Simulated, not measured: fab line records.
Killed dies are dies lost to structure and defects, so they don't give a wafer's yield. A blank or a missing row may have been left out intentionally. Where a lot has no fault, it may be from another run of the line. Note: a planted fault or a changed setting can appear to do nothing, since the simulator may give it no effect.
fab line records	flow sky130
[record] lots = 13	wafers = 39	last_day = 50
route steps=708 shown POLY_GATE@228 LDD_N@244 LDD_P@266 LDD_HVN@271
lots untouched by any fault: they come from a run of this same line in which no faults occurred
start_h: the number of hours between the record's first day and the start of the first shown wafer of the lot	wait_h: hours since the lot's step before	" repeats the value in the row above	L1.1+2: a single row standing in for several wafers	- no value, or no start given	* or withheld: withheld	< > ~ a bound
route shown NAME@n: names a module that has steps shown in the file, with the first one's number in the route	usual: mean and standard deviation over wafers with no fault	same: alike in all rows	chamber/n: place in a boat	sites: each site's reading	_std_site: the values' standard deviation	_edge_site: outer sites' mean less inner sites'	radius_mm: for every site, how far away it sits from the centre of the wafer	mask NAME#n: copy n	behind: the most recent tool/chamber to have shaped the wafer	hold: why the lot was held/for how many hours/how that ended	device: whichever transistor did not switch (one of n, p or np)	end of line: the tests these same wafers got at the end of their route	a step given without rows: its recipe and nothing more	killed: not the wafer's yield, but the dies lost to structure and defects at the first sort	map: a wafer's dies, x killed, . not, _ none there
set.NAME: the setting the step ran with; set.NAME@STEP: the setting that earlier step ran with	model.NAME: the simulator's own value behind a step, which no gauge read
the route's steps for a sample of lots (tables are steps, rows are wafers)
services: a tool's chamber out of use, with start hour (start_h, from the record's first day; less than 0 if before it), hours out, and reason
[[steps]]
[step SKY_POLY_GATE_OVL_MEAS_14]
[usual] POLY_GATE_OVL = 2/5.9
lot.wafer	tool	chamber	start_h	wait_h	POLY_GATE_OVL[nm]
L279.2	overlay-02	-	370.81	0.1	-5
L279.4	"	-	"	"	-3
L279.6	"	-	"	"	-5
L280.2	overlay-01	-	377.26	0.1	9
L280.4	"	-	"	"	8
L280.6	"	-	"	"	3
L282.1	overlay-02	-	390.36	0.1	8
L282.3	"	-	"	"	11
L282.5	"	-	"	"	6
L283.1	overlay-01	-	404.54	0.1	2
L283.4	"	-	"	"	8
L283.6	"	-	"	"	9
L284.2	overlay-02	-	411.31	0.1	-2
L284.3	"	-	"	"	7
L284.6	"	-	"	"	-4
L285.1	overlay-02	-	417.16	0.1	-3
L285.4	"	-	"	"	-3
L285.5	"	-	"	"	0
L295.2	overlay-02	-	517.05	0.1	1
L295.3	"	-	"	"	4
L295.4	"	-	"	"	1
L297.1	overlay-01	-	528.65	0.1	-1
L297.3	"	-	"	"	5
L297.6	"	-	"	"	3
L298.1	overlay-02	-	542.26	0.1	13
L298.2	"	-	"	"	8
L298.4	"	-	"	"	6
L299.2	overlay-01	-	546.55	0.1	14
L299.5	"	-	"	"	-1
L299.6	"	-	"	"	10
L300.3	overlay-02	-	558.16	0.1	12
L300.4	"	-	"	"	6
L300.5	"	-	"	"	7
L301.1	overlay-02	-	566.94	0.1	-8
L301.4	"	-	"	"	-2
L301.6	"	-	"	"	3
L302.2	overlay-02	-	573.20	0.1	1
L302.5	"	-	"	"	3
L302.6	"	-	"	"	-1
[step SKY_LDD_N_OVL_MEAS_07]
[usual] LDD_N_OVL = 0.2/1.4
lot.wafer	tool	chamber	start_h	wait_h	LDD_N_OVL[nm]
L279.2	overlay-02	-	401.75	0.1	2.9
L279.4	"	-	"	"	-0.7
L279.6	"	-	"	"	2.0
L280.2	overlay-02	-	409.15	0.1	-0.6
L280.4	"	-	"	"	0.6
L280.6	"	-	"	"	-2.4
L282.1	overlay-01	-	422.89	0.1	1.7
L282.3	"	-	"	"	-1.4
L282.5	"	-	"	"	0.3
L283.1	overlay-01	-	437.09	0.1	0.7
L283.4	"	-	"	"	1.5
L283.6	"	-	"	"	2.3
L284.2	overlay-02	-	442.94	0.1	-1.4
L284.3	"	-	"	"	-0.9
L284.6	"	-	"	"	-0.9
L285.1	overlay-02	-	450.68	0.1	0.2
L285.4	"	-	"	"	-0.3
L285.5	"	-	"	"	0.6
L295.2	overlay-01	-	548.48	0.1	-2.5
L295.3	"	-	"	"	0.4
L295.4	"	-	"	"	-0.5
L297.1	overlay-01	-	560.24	0.1	2.3
L297.3	"	-	"	"	2.9
L297.6	"	-	"	"	4.4
L298.1	overlay-02	-	573.98	0.1	-0.8
L298.2	"	-	"	"	0.2
L298.4	"	-	"	"	-0.8
L299.2	overlay-01	-	577.89	0.1	-0.6
L299.5	"	-	"	"	-1.4
L299.6	"	-	"	"	-2.1
L300.3	overlay-02	-	589.50	0.1	0.8
L300.4	"	-	"	"	-1.1
L300.5	"	-	"	"	-0.8
L301.1	overlay-02	-	598.39	0.1	1.1
L301.4	"	-	"	"	2.6
L301.6	"	-	"	"	0.5
L302.2	overlay-02	-	604.08	0.1	0.1
L302.5	"	-	"	"	-0.9
L302.6	"	-	"	"	0.7
[step SKY_LDD_P_TW_MEAS_11]
[usual] LDD_P_TW = 637/6.9
lot.wafer	tool	chamber	start_h	wait_h	LDD_P_TW
L279.2	film_metro-04	-	432.56	0.1	632
L279.4	"	-	"	"	633
L279.6	"	-	"	"	632
L280.2	film_metro-04	-	441.10	0.1	634
L280.4	"	-	"	"	635
L280.6	"	-	"	"	639
L282.1	film_metro-01	-	455.44	0.1	628
L282.3	"	-	"	"	630
L282.5	"	-	"	"	630
L283.1	film_metro-01	-	469.84	0.1	626
L283.4	"	-	"	"	630
L283.6	"	-	"	"	626
L284.2	film_metro-04	-	475.45	0.1	640
L284.3	"	-	"	"	641
L284.6	"	-	"	"	640
L285.1	film_metro-04	-	482.93	0.1	640
L285.4	"	-	"	"	639
L285.5	"	-	"	"	639
L295.2	film_metro-02	-	580.09	0.1	646
L295.3	"	-	"	"	645
L295.4	"	-	"	"	646
L297.1	film_metro-02	-	590.58	0.1	643
L297.3	"	-	"	"	648
L297.6	"	-	"	"	641
L298.1	film_metro-02	-	605.13	0.1	645
L298.2	"	-	"	"	643
L298.4	"	-	"	"	646
L299.2	film_metro-04	-	608.79	0.1	634
L299.5	"	-	"	"	638
L299.6	"	-	"	"	637
L300.3	film_metro-01	-	620.30	0.1	629
L300.4	"	-	"	"	631
L300.5	"	-	"	"	633
L301.1	film_metro-02	-	628.60	0.1	644
L301.4	"	-	"	"	640
L301.6	"	-	"	"	648
L302.2	film_metro-01	-	635.01	0.1	628
L302.5	"	-	"	"	621
L302.6	"	-	"	"	625
[step SKY_LDD_HVN_EXPOSE_04]
[recipe] mask_id = HVNTM	na = 0.6	source_shape = conventional	sigma_outer = 0.6	polarization = unpolarized	target_cd_nm = 700	dose_mj = 127
lot.wafer	tool	chamber	start_h	wait_h	mask
L279.2+4+6	iline_stepper-01	0	447.89	-	HVNTM#0
L280.2+4+6	iline_stepper-01	0	456.49	-	HVNTM#0
L282.1+3+5	iline_stepper-01	0	471.26	-	HVNTM#0
L283.1+4+6	iline_stepper-02	0	484.66	-	HVNTM#0
L284.2+3+6	iline_stepper-02	0	490.71	-	HVNTM_R1#0
L285.1+4+5	iline_stepper-02	0	498.19	-	HVNTM#0
L295.2+3+4	iline_stepper-02	0	595.63	-	HVNTM#0
L297.1+3+6	iline_stepper-02	0	605.22	-	HVNTM#0
L298.1+2+4	iline_stepper-02	0	619.34	-	HVNTM#0
L299.2+5+6	iline_stepper-01	0	623.27	-	HVNTM#0
L300.3+4+5	iline_stepper-01	0	635.41	-	HVNTM#0
L301.1+4+6	iline_stepper-02	0	642.90	-	HVNTM#0
L302.2+5+6	iline_stepper-01	0	649.29	-	HVNTM#0
[[services]]
tool	chamber	start_h	hours	kind
iline_stepper-02	0	455.88	-	calibration
iline_stepper-01	0	467.28	-	calibration
iline_stepper-02	-	523.40	1.7	pm
iline_stepper-01	-	540.20	1.7	pm
iline_stepper-02	-	571.87	2.1	pm
iline_stepper-02	-	573.95	-	consumable_replace:lamp
iline_stepper-02	-	633.92	4.9	repair
[[key]]
[first_sign] step = SKY_LDD_HVN_EXPOSE_04	reading = mask	direction = changed
effect none on later readings
met_at SKY_LDD_HVN_EXPOSE_04
struck_lots L284
sort_left_out L284.2,L284.3,L284.6
tester_left_out L284
not_acting_at SKY_POLY_GATE_OVL_MEAS_14,SKY_LDD_N_OVL_MEAS_07,SKY_LDD_P_TW_MEAS_11
onset_between 484.66 490.71
[fault] kind = wrong_mask	tool = any	chamber = -	onset_h = 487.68	steps = SKY_LDD_HVN_EXPOSE_04	aux_copy = HVNTM_R1#0	cd_offset_nm = 105	scope = struck_lots_only
// tester_left_out: of these lots the tester's yield and bins aren't shown, on N5 and GAA mostly nor the transistor test; their killed dies are dies lost to structure and defects alone, not to doping, threshold or leakage, so they don't give the yield
// sort_left_out: the simulated sort isn't trusted on such a fault, so these wafers' sort isn't shown, and their yield isn't known
